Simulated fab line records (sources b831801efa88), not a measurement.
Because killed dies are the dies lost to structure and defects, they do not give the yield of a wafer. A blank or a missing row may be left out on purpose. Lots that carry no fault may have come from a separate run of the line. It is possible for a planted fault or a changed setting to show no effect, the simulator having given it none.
fab line records	flow sky130	part 1 of 2: steps 1 to 26 of 39
record lots=5	wafers=15	lastDay=49
route steps=708 shown CONTACT@412 METAL1@434
lots that met no fault: taken from a fault-free run of the same line
startH: hours from the record's first day to the start of the lot's first wafer shown	waitH: how many hours have passed since the lot's step before this one	" unchanged from the row above	L1.1+2: a row that stands for several wafers	- either no value or no given start	* or withheld: withheld	< > ~ a bound
route shown NAME@n: names a module that has steps shown in the file, with the first one's number in the route	usual: mean and standard deviation over wafers with no fault	same: alike in all rows	chamber/n: place in a boat	sites: each site's reading	_std_site: standard deviation across them	_edge_site: outer sites' mean less inner sites'	radiusMm: how far each site lies from the wafer's centre	mask NAME#n: copy n	behind: the last tool/chamber to shape the wafer	hold: what put the lot on hold/how long, in hours/how the hold closed	device: the n, p or np transistor that did not switch	end of line: at the end of the route, the tests of the same wafers	a step with no rows: only its recipe	killed: not the wafer's yield, but the dies lost to structure and defects at the first sort	map: dies across one wafer; x = killed, . = not, _ = none there
set.NAME: the setting as run; set.NAME@STEP: as run at that earlier step	model.NAME: the simulator's own value behind a step, which no gauge read
lots at some steps of the route; a table a step, a row a wafer
services: the hour from which a tool's chamber was out of use, counted from the record's first day as startH (under 0 if before that day), plus the number of hours and why
## steps
# step SKY_CONTACT_DEHYDRATE_06
# recipe tempC=200	timeS=60
# same timeS=60
lot.wafer	tool	chamber	startH	waitH
L075.1+4+6	lithoTrack-03	0	714.56	13.5
L085.2+3+4	lithoTrack-02	0	821.72	12.5
L088.2+5+6	lithoTrack-02	0	834.37	12.7
L091.2+4+6	lithoTrack-02	0	848.57	12.3
L092.2+4+5	lithoTrack-03	0	856.64	12.7
# step SKY_CONTACT_HMDS_07
# recipe primeTimeS=60	primeTempC=120
lot.wafer	tool	chamber	startH	waitH
L075.1+4+6	lithoTrack-03	0	714.71	0.1
L085.2+3+4	lithoTrack-02	0	821.87	0.1
L088.2+5+6	lithoTrack-02	0	834.52	0.1
L091.2+4+6	lithoTrack-02	0	848.72	0.1
L092.2+4+5	lithoTrack-03	0	856.79	0.1
# step SKY_CONTACT_COAT_08
# recipe resist=BARC	tempC=withheld	timeS=withheld	spinRpm=3000	resistThkNm=60
lot.wafer	tool	chamber	startH	waitH
L075.1+4+6	lithoTrack-03	0	714.86	0.1
L085.2+3+4	lithoTrack-02	0	822.02	0.1
L088.2+5+6	lithoTrack-02	0	834.67	0.1
L091.2+4+6	lithoTrack-02	0	848.87	0.1
L092.2+4+5	lithoTrack-03	0	856.94	0.1
# step SKY_CONTACT_COAT_09
# recipe resist=KrF-thick	spinRpm=3000	resistThkNm=450
lot.wafer	tool	chamber	startH	waitH
L075.1+4+6	lithoTrack-03	0	-	-
L085.2+3+4	lithoTrack-02	0	-	-
L088.2+5+6	lithoTrack-02	0	-	-
L091.2+4+6	lithoTrack-02	0	-	-
L092.2+4+5	lithoTrack-03	0	-	-
# step SKY_CONTACT_SOFTBAKE_10
# recipe tempC=100	timeS=90	resist=KrF-thick
# same timeS=90
lot.wafer	tool	chamber	startH	waitH
L075.1+4+6	lithoTrack-03	0	-	-
L085.2+3+4	lithoTrack-02	0	-	-
L088.2+5+6	lithoTrack-02	0	-	-
L091.2+4+6	lithoTrack-02	0	-	-
L092.2+4+5	lithoTrack-03	0	-	-
# step SKY_CONTACT_EXPOSE_11
# recipe maskId=CTM1	na=0.8	sourceShape=annular	sigmaInner=0.55	sigmaOuter=0.85	targetCdNm=170	doseMj=38
# usual focusOffsetNm=-0.1/0.54
lot.wafer	tool	chamber	startH	waitH	mask	focusOffsetNm
L075.1	krfScanner-02	0	-	-	CTM1#0	0.6
L075.4	"	0	"	"	CTM1#0	0.7
L075.6	"	0	"	"	CTM1#0	0.4
L085.2	krfScanner-02	0	-	-	CTM1#0	-0.2
L085.3	"	0	"	"	CTM1#0	0.7
L085.4	"	0	"	"	CTM1#0	0.2
L088.2	krfScanner-02	0	-	-	CTM1#0	0.8
L088.5	"	0	"	"	CTM1#0	0.4
L088.6	"	0	"	"	CTM1#0	-0.5
L091.2	krfScanner-02	0	-	-	CTM1#0	0.4
L091.4	"	0	"	"	CTM1#0	0.5
L091.6	"	0	"	"	CTM1#0	0.1
L092.2	krfScanner-01	0	-	-	CTM1#0	0.0
L092.4	"	0	"	"	CTM1#0	0.2
L092.5	"	0	"	"	CTM1#0	0.8
# step SKY_CONTACT_PEB_12
# recipe pebTempC=withheld	pebTimeS=withheld	resist=KrF-thick
lot.wafer	tool	chamber	startH	waitH
L075.1+4+6	lithoTrack-03	0	-	-
L085.2+3+4	lithoTrack-02	0	-	-
L088.2+5+6	lithoTrack-03	0	-	-
L091.2+4+6	lithoTrack-03	0	-	-
L092.2+4+5	lithoTrack-02	0	-	-
# step SKY_CONTACT_DEVELOP_13
# recipe developTimeS=60	resist=KrF-thick	devTempC=21
lot.wafer	tool	chamber	startH	waitH
L075.1+4+6	lithoTrack-03	0	-	-
L085.2+3+4	lithoTrack-02	0	-	-
L088.2+5+6	lithoTrack-03	0	-	-
L091.2+4+6	lithoTrack-03	0	-	-
L092.2+4+5	lithoTrack-02	0	-	-
# step SKY_CONTACT_CD_MEAS_14
# recipe targetCdNm=170
# usual cdNm=170.4/1.9
lot.wafer	tool	chamber	startH	waitH	cdNm
L075.1	cdSem-02	-	728.51	-	171.7
L075.4	"	-	"	"	172.5
L075.6	"	-	"	"	170.2
L085.2	cdSem-01	-	835.51	-	170.5
L085.3	"	-	"	"	170.5
L085.4	"	-	"	"	171.1
L088.2	cdSem-02	-	847.63	-	169.5
L088.5	"	-	"	"	170.4
L088.6	"	-	"	"	170.4
L091.2	cdSem-02	-	861.68	-	170.0
L091.4	"	-	"	"	170.7
L091.6	"	-	"	"	168.6
L092.2	cdSem-01	-	870.26	-	172.5
L092.4	"	-	"	"	169.6
L092.5	"	-	"	"	171.6
# step SKY_CONTACT_OVL_MEAS_15
# usual CONTACT_OVL=1/4.9
lot.wafer	tool	chamber	startH	waitH	CONTACT_OVL[nm]
L075.1	overlay-02	-	728.63	0.1	-10
L075.4	"	-	"	"	1
L075.6	"	-	"	"	-4
L085.2	overlay-02	-	835.62	0.1	-1
L085.3	"	-	"	"	-7
L085.4	"	-	"	"	-3
L088.2	overlay-01	-	847.74	0.1	-9
L088.5	"	-	"	"	1
L088.6	"	-	"	"	0
L091.2	overlay-01	-	861.79	0.1	-2
L091.4	"	-	"	"	3
L091.6	"	-	"	"	2
L092.2	overlay-02	-	870.37	0.1	4
L092.4	"	-	"	"	-1
L092.5	"	-	"	"	1
# step SKY_CONTACT_ETCH_16
# recipe chemistry=N2/H2	target=BARC	ionEnergyEv=200	sourceW=482.4	biasW=100	pressureMtorr=30	n2FlowSccm=100	h2FlowSccm=200	stopOn=SiO2	timeS=45.9	targetDepthA=600
# usual drypumpMotorCurrentA=5.7/0.5	oesProductAu=0.855/0.0047	throttleValvePct=13.224/0.0081
# same timeS=45.9
lot.wafer	tool	chamber	startH	waitH	drypumpMotorCurrentA	oesProductAu	rfHoursCounterH	throttleValvePct
L075.1	rieDiel-01	2	728.67	0.0	4.9	0.850	4	13.228
L075.4	"	0	"	"	4.8	0.854	1	13.217
L075.6	"	0	"	"	4.8	0.851	-	13.235
L085.2	rieDiel-01	2	835.65	0.0	4.9	0.864	7	13.221
L085.3	"	1	"	"	6.0	0.857	8	13.220
L085.4	"	3	"	"	6.3	0.857	19	13.221
L088.2	rieDiel-03	0	847.77	0.0	5.1	0.857	9	13.240
L088.5	"	0	"	"	5.1	0.850	-	13.227
L088.6	"	3	"	"	4.9	0.854	-	13.212
L091.2	rieDiel-03	3	861.82	0.0	4.9	0.856	26	13.230
L091.4	"	1	"	"	5.9	0.855	11	13.237
L091.6	"	2	"	"	5.4	0.853	-	13.229
L092.2	rieDiel-04	2	870.40	0.0	5.6	0.854	15	13.216
L092.4	"	0	"	"	5.9	0.855	11	13.233
L092.5	"	1	"	"	6.3	0.862	-	13.230
# step SKY_CONTACT_ETCH_17
# recipe target=SiO2	chemistry=C4F8/O2/Ar	stopOn=Si3N4	maskMaterial=KrF-thick	sourceW=1500	biasW=1200	pressureMtorr=40	c4f8FlowSccm=withheld	O2_flow_sccm=6	Ar_flow_sccm=300	timeS=withheld	targetDepthA=3400
# usual oesProductAu=0.891/0.0046
lot.wafer	tool	chamber	startH	waitH	oesProductAu
L075.1	rieDiel-01	2	728.71	0.0	0.898
L075.4	"	0	"	"	0.892
L075.6	"	0	"	"	0.887
L085.2	rieDiel-01	2	835.69	0.0	0.889
L085.3	"	1	"	"	0.892
L085.4	"	3	"	"	0.884
L088.2	rieDiel-03	0	847.81	0.0	0.891
L088.5	"	0	"	"	0.892
L088.6	"	3	"	"	0.889
L091.2	rieDiel-03	3	861.86	0.0	0.881
L091.4	"	1	"	"	0.894
L091.6	"	2	"	"	0.888
L092.2	rieDiel-04	2	870.44	0.0	0.886
L092.4	"	0	"	"	0.900
L092.5	"	1	"	"	0.890
# step SKY_CONTACT_ETCH_18
# recipe target=Si3N4	chemistry=CHF3/O2	stopOn=TiN	sourceW=600	biasW=200	pressureMtorr=40	chf3FlowSccm=50	O2_flow_sccm=5	timeS=39	targetDepthA=750
# usual drypumpMotorCurrentA=5.7/0.5	oesProductAu=0.853/0.0079	throttleValvePct=8.794/0.0092
# same timeS=39
lot.wafer	tool	chamber	startH	waitH	drypumpMotorCurrentA	oesProductAu	rfHoursCounterH	throttleValvePct
L075.1	rieDiel-01	2	-	-	4.9	0.847	4	8.800
L075.4	"	0	"	"	4.8	0.849	1	8.806
L075.6	"	0	"	"	4.8	0.861	-	8.799
L085.2	rieDiel-01	2	-	-	4.9	0.843	7	8.799
L085.3	"	1	"	"	5.9	0.839	8	8.788
L085.4	"	3	"	"	6.3	0.851	19	8.803
L088.2	rieDiel-03	0	-	-	5.1	0.843	10	8.779
L088.5	"	0	"	"	5.1	0.850	-	8.800
L088.6	"	3	"	"	4.9	0.856	-	8.787
L091.2	rieDiel-03	3	-	-	4.9	0.845	26	8.776
L091.4	"	1	"	"	5.9	0.855	11	8.789
L091.6	"	2	"	"	5.4	0.843	-	8.793
L092.2	rieDiel-04	2	-	-	5.5	0.857	15	8.788
L092.4	"	0	"	"	5.8	0.867	11	8.785
L092.5	"	1	"	"	6.2	0.852	-	8.796
# step SKY_CONTACT_STRIP_19
# recipe chemistry=O2/N2	powerW=1400	pressureMtorr=1500	platenTempC=withheld	o2FlowSccm=3000	n2FlowSccm=300	overashFraction=0.5
# usual drypumpMotorCurrentA=5.4/0.61	oesProductAu=0.381/0.005	stripTimeToEndpointS=3.632/0.021
lot.wafer	tool	chamber	startH	waitH	drypumpMotorCurrentA	oesProductAu	rfHoursCounterH	stripTimeToEndpointS
L075.1	plasmaAsher-03	0	728.80	-	4.9	0.384	57	3.639
L075.4	"	0	"	"	4.9	0.381	-	3.661
L075.6	"	0	"	"	4.9	0.384	-	3.645
L085.2	plasmaAsher-02	0	835.78	-	5.8	0.381	101	3.633
L085.3	"	0	"	"	5.8	0.378	-	3.629
L085.4	"	1	"	"	6.4	0.381	-	3.619
L088.2	plasmaAsher-02	1	847.90	-	6.4	0.383	102	3.609
L088.5	"	1	"	"	6.4	0.379	-	3.629
L088.6	"	0	"	"	5.8	0.384	-	3.641
L091.2	plasmaAsher-03	0	861.95	-	4.9	0.375	72	3.632
L091.4	"	0	"	"	4.9	0.377	-	3.613
L091.6	"	1	"	"	4.9	0.378	-	3.607
L092.2	plasmaAsher-02	0	870.53	-	5.8	0.384	105	3.635
L092.4	"	0	"	"	5.8	0.379	-	3.614
L092.5	"	0	"	"	5.8	0.379	-	3.627
# step SKY_CONTACT_STRIP_20
# recipe chemistry=postEtchResidueRemover	timeS=1200	tempC=72.5
# same timeS=1200
lot.wafer	tool	chamber	startH	waitH
L075.1+4+6	wetBench-04	0	728.90	0.1
L085.2+3+4	wetBench-03	3	835.88	0.1
L088.2+5+6	wetBench-01	0	848.00	0.1
L091.2+4+6	wetBench-03	1	862.05	0.1
L092.2+4+5	wetBench-03	0	870.63	0.1
# step SKY_CONTACT_CLEAN_21
# recipe chemistry=IPA	timeS=180	tempC=25
# same timeS=180
lot.wafer	tool	chamber	startH	waitH
L075.1+4+6	wetBench-03	0	729.24	0.0
L085.2+3+4	wetBench-04	1	836.22	0.0
L088.2+5+6	wetBench-04	1	848.34	0.0
L091.2+4+6	wetBench-01	2	862.39	0.0
L092.2+4+5	wetBench-01	2	870.97	0.0
# step SKY_CONTACT_CLEAN_22
# recipe chemistry=O3/DIW	dry=n2Spin
lot.wafer	tool	chamber	startH	waitH
L075.1+4+6	wetBench-04	2	729.30	0.0
L085.2+3+4	wetBench-03	1	836.28	0.0
L088.2+5+6	wetBench-03	3	848.40	0.0
L091.2+4+6	wetBench-04	0	862.46	0.0
L092.2+4+5	wetBench-04	2	871.04	0.0
# step SKY_CONTACT_SPUTTER_23
# recipe material=TiN	targetThkNm=20	chamberPressurePa=5	powerW=4048	timeS=80
# usual chamberPressurePa=5.000/0.0096	throttleValvePct=29.6/1.1
# same timeS=80
lot.wafer	tool	chamber	startH	waitH	chamberPressurePa	throttleValvePct
L075.1	pvdSputter-02	-	729.39	0.0	5.008	30.1
L075.4	"	-	"	"	5.002	29.9
L075.6	"	-	"	"	4.983	30.2
L085.2	pvdSputter-01	-	836.38	0.0	5.010	28.9
L085.3	"	-	"	"	5.006	30.6
L085.4	"	-	"	"	5.004	29.1
L088.2	pvdSputter-02	-	848.49	0.0	5.007	31.8
L088.5	"	-	"	"	5.005	29.9
L088.6	"	-	"	"	5.004	29.7
L091.2	pvdSputter-01	-	862.55	0.0	4.998	29.6
L091.4	"	-	"	"	5.006	30.3
L091.6	"	-	"	"	4.998	30.3
L092.2	pvdSputter-04	-	871.13	0.0	4.986	26.9
L092.4	"	-	"	"	5.003	29.0
L092.5	"	-	"	"	4.979	29.3
# step SKY_CONTACT_CVD_24
# recipe material=W	targetThkNm=340	timeS=102.12	tempC=400	pressureTorr=40
# usual heaterPowerW=848/110
# same timeS=102.12
lot.wafer	tool	chamber	startH	waitH	heaterPowerW	sinceWetCleanH
L075.1	cvdW-02	1	729.45	0.0	1065	825
L075.4	"	1	"	"	1039	-
L075.6	"	1	"	"	1077	-
L085.2	cvdW-01	1	836.44	0.0	770	432
L085.3	"	1	"	"	740	-
L085.4	"	0	"	"	851	-
L088.2	cvdW-02	0	848.55	0.0	838	945
L088.5	"	0	"	"	821	-
L088.6	"	1	"	"	1036	-
L091.2	cvdW-02	0	862.61	0.0	817	959
L091.4	"	1	"	"	1036	-
L091.6	"	0	"	"	823	-
L092.2	cvdW-01	0	871.19	0.0	843	467
L092.4	"	1	"	"	728	-
L092.5	"	1	"	"	726	-
# step SKY_CONTACT_RS_MEAS_25
# recipe thkMeasGauge=four-point-probe	reads=W_of_CONTACT_CVD_24+TiN_of_CONTACT_SPUTTER_23
# usual CONTACT_W_RS=0.339/0.0036
lot.wafer	tool	chamber	startH	waitH	CONTACT_W_RS[ohm/sq]
L075.1	filmMetro-04	-	729.56	0.1	0.342
L075.4	"	-	"	"	0.342
L075.6	"	-	"	"	0.341
L085.2	filmMetro-01	-	836.57	0.1	0.336
L085.3	"	-	"	"	0.339
L085.4	"	-	"	"	0.340
L088.2	filmMetro-03	-	848.68	0.1	0.334
L088.5	"	-	"	"	0.335
L088.6	"	-	"	"	0.336
L091.2	filmMetro-03	-	862.74	0.1	0.339
L091.4	"	-	"	"	0.347
L091.6	"	-	"	"	0.335
L092.2	filmMetro-01	-	871.32	0.1	0.337
L092.4	"	-	"	"	0.338
L092.5	"	-	"	"	0.334
# step SKY_CONTACT_THK_MEAS_26
# recipe thkMeasGauge=xrf	reads=W_of_CONTACT_CVD_24
# usual CONTACT_W_THK=339/4.1
lot.wafer	tool	chamber	startH	waitH	CONTACT_W_THK[nm]
L075.1	filmMetro-04	-	729.68	0.1	337
L075.4	"	-	"	"	337
L075.6	"	-	"	"	338
L085.2	filmMetro-01	-	836.68	0.1	345
L085.3	"	-	"	"	339
L085.4	"	-	"	"	342
L088.2	filmMetro-03	-	848.79	0.1	340
L088.5	"	-	"	"	340
L088.6	"	-	"	"	336
L091.2	filmMetro-03	-	862.85	0.1	336
L091.4	"	-	"	"	327
L091.6	"	-	"	"	342
L092.2	filmMetro-01	-	871.43	0.1	341
L092.4	"	-	"	"	340
L092.5	"	-	"	"	342
# step SKY_CONTACT_CMP_27
# recipe stopOn=SiO2	tOverpolishS=15	downForcePsi=3.5	platenRpm=60	targetThkNm=0	padVelocityMS=0.94248
# usual motorCurrentA=10.2/0.93	overpolishRunS=14.998/0.0088	slurryFilterDpKPa=13.51/0.13	slurryFlowMlMin=150.0/0.42	timeToEndpointS=79.6/2.6
lot.wafer	tool	chamber	startH	waitH	motorCurrentA	overpolishRunS	slurryFilterDpKPa	slurryFlowMlMin	timeToEndpointS
L075.4	cmp-01	2	729.74	0.0	8.6	14.976	13.91	150.2	77.0
L075.1	"	3	"	"	9.8	15.008	13.39	150.2	79.3
L075.6	"	2	"	"	8.5	14.992	13.88	150.3	80.0
L085.4	cmp-01	2	836.73	0.0	8.3	15.001	13.63	150.2	80.2
L085.3	"	3	"	"	10.6	15.003	13.54	150.1	80.6
L085.2	"	0	"	"	12.0	15.005	13.67	149.7	84.5
L088.2	cmp-01	0	848.89	0.1	11.7	14.995	13.42	150.3	80.8
L088.5	"	3	"	"	10.3	14.993	13.62	150.3	80.1
L088.6	"	0	"	"	12.0	14.992	13.82	150.3	80.2
L091.4	cmp-02	0	863.00	0.1	9.8	14.992	13.57	149.4	76.9
L091.2	"	1	"	"	10.4	15.003	13.53	150.3	73.1
L091.6	"	2	"	"	9.9	14.986	13.48	149.9	74.9
L092.4	cmp-02	0	871.53	0.1	10.2	14.996	13.63	150.2	80.4
L092.2	"	1	"	"	10.4	15.007	13.63	149.0	75.5
L092.5	"	3	"	"	10.2	15.000	13.32	149.8	80.5
# step SKY_METAL1_SPUTTER_00
# recipe material=Ti	targetThkNm=15	powerW=3000	timeS=10	chamberPressurePa=0.4
# usual chamberPressurePa=0.4001/0.00096	throttleValvePct=29.3/0.81
# same timeS=10
lot.wafer	tool	chamber	startH	waitH	chamberPressurePa	throttleValvePct
L075.1	pvdSputter-01	-	730.04	0.2	0.4025	30.5
L075.4	"	-	"	"	0.4021	29.3
L075.6	"	-	"	"	0.4016	30.6
L085.2	pvdSputter-04	-	837.03	0.1	0.3994	29.2
L085.3	"	-	"	"	0.3990	29.6
L085.4	"	-	"	"	0.3987	27.1
L088.2	pvdSputter-04	-	849.14	0.2	0.4007	26.9
L088.5	"	-	"	"	0.4007	29.2
L088.6	"	-	"	"	0.3994	29.3
L091.2	pvdSputter-03	-	863.20	0.1	0.3999	29.5
L091.4	"	-	"	"	0.3985	29.2
L091.6	"	-	"	"	0.3996	29.2
L092.2	pvdSputter-03	-	871.78	0.1	0.3985	29.0
L092.4	"	-	"	"	0.4012	30.1
L092.5	"	-	"	"	0.3993	29.4
# step SKY_METAL1_SPUTTER_01
# recipe material=TiN	targetThkNm=20	powerW=6500	timeS=16.7	chamberPressurePa=0.4
# usual chamberPressurePa=0.3999/0.00078	throttleValvePct=29.3/0.81
# same timeS=16.7
lot.wafer	tool	chamber	startH	waitH	chamberPressurePa	throttleValvePct
L075.1	pvdSputter-01	-	730.07	0.0	0.4009	30.5
L075.4	"	-	"	"	0.3989	29.6
L075.6	"	-	"	"	0.4002	30.3
L085.2	pvdSputter-04	-	837.06	0.0	0.3996	28.8
L085.3	"	-	"	"	0.3993	29.6
L085.4	"	-	"	"	0.3993	27.1
L088.2	pvdSputter-04	-	849.17	0.0	0.4003	27.0
L088.5	"	-	"	"	0.4016	29.0
L088.6	"	-	"	"	0.4002	29.1
L091.2	pvdSputter-03	-	863.22	0.0	0.4004	29.8
L091.4	"	-	"	"	0.3987	29.5
L091.6	"	-	"	"	0.3997	29.1
L092.2	pvdSputter-03	-	871.80	0.0	0.3996	28.8
L092.4	"	-	"	"	0.3996	30.1
L092.5	"	-	"	"	0.4003	29.1
# step SKY_METAL1_SPUTTER_02
# recipe material=AlCu	targetThkNm=250	powerW=10600	timeS=13.3	chamberPressurePa=0.4
# usual chamberPressurePa=0.4001/0.00078	throttleValvePct=29.3/0.81
# same timeS=13.3
lot.wafer	tool	chamber	startH	waitH	chamberPressurePa	throttleValvePct
L075.1	pvdSputter-01	-	730.09	0.0	0.4002	30.3
L075.4	"	-	"	"	0.4020	29.6
L075.6	"	-	"	"	0.3999	30.7
L085.2	pvdSputter-04	-	837.08	0.0	0.3990	28.9
L085.3	"	-	"	"	0.3996	29.7
L085.4	"	-	"	"	0.3997	26.7
L088.2	pvdSputter-04	-	849.19	0.0	0.3978	27.0
L088.5	"	-	"	"	0.3991	29.1
L088.6	"	-	"	"	0.3988	29.4
L091.2	pvdSputter-03	-	863.25	0.0	0.3991	29.6
L091.4	"	-	"	"	0.4000	29.5
L091.6	"	-	"	"	0.4007	29.2
L092.2	pvdSputter-03	-	871.83	0.0	0.4007	28.9
L092.4	"	-	"	"	0.4006	30.4
L092.5	"	-	"	"	0.4001	29.1
# step SKY_METAL1_SPUTTER_03
# recipe material=Ti	targetThkNm=5	powerW=3000	timeS=3.3	chamberPressurePa=0.4
# usual chamberPressurePa=0.4000/0.00079	throttleValvePct=29.3/0.83
# same timeS=3.3
lot.wafer	tool	chamber	startH	waitH	chamberPressurePa	throttleValvePct
L075.1	pvdSputter-01	-	730.12	0.0	0.4002	30.5
L075.4	"	-	"	"	0.3989	29.3
L075.6	"	-	"	"	0.3990	30.6
L085.2	pvdSputter-04	-	837.11	0.0	0.4007	29.1
L085.3	"	-	"	"	0.3995	29.9
L085.4	"	-	"	"	0.4003	26.6
L088.2	pvdSputter-04	-	849.22	0.0	0.3996	27.1
L088.5	"	-	"	"	0.3988	29.2
L088.6	"	-	"	"	0.4006	29.2
L091.2	pvdSputter-03	-	863.27	0.0	0.4010	29.7
L091.4	"	-	"	"	0.3989	29.1
L091.6	"	-	"	"	0.4001	29.2
L092.2	pvdSputter-03	-	871.85	0.0	0.3988	29.1
L092.4	"	-	"	"	0.4006	29.9
L092.5	"	-	"	"	0.3991	29.1
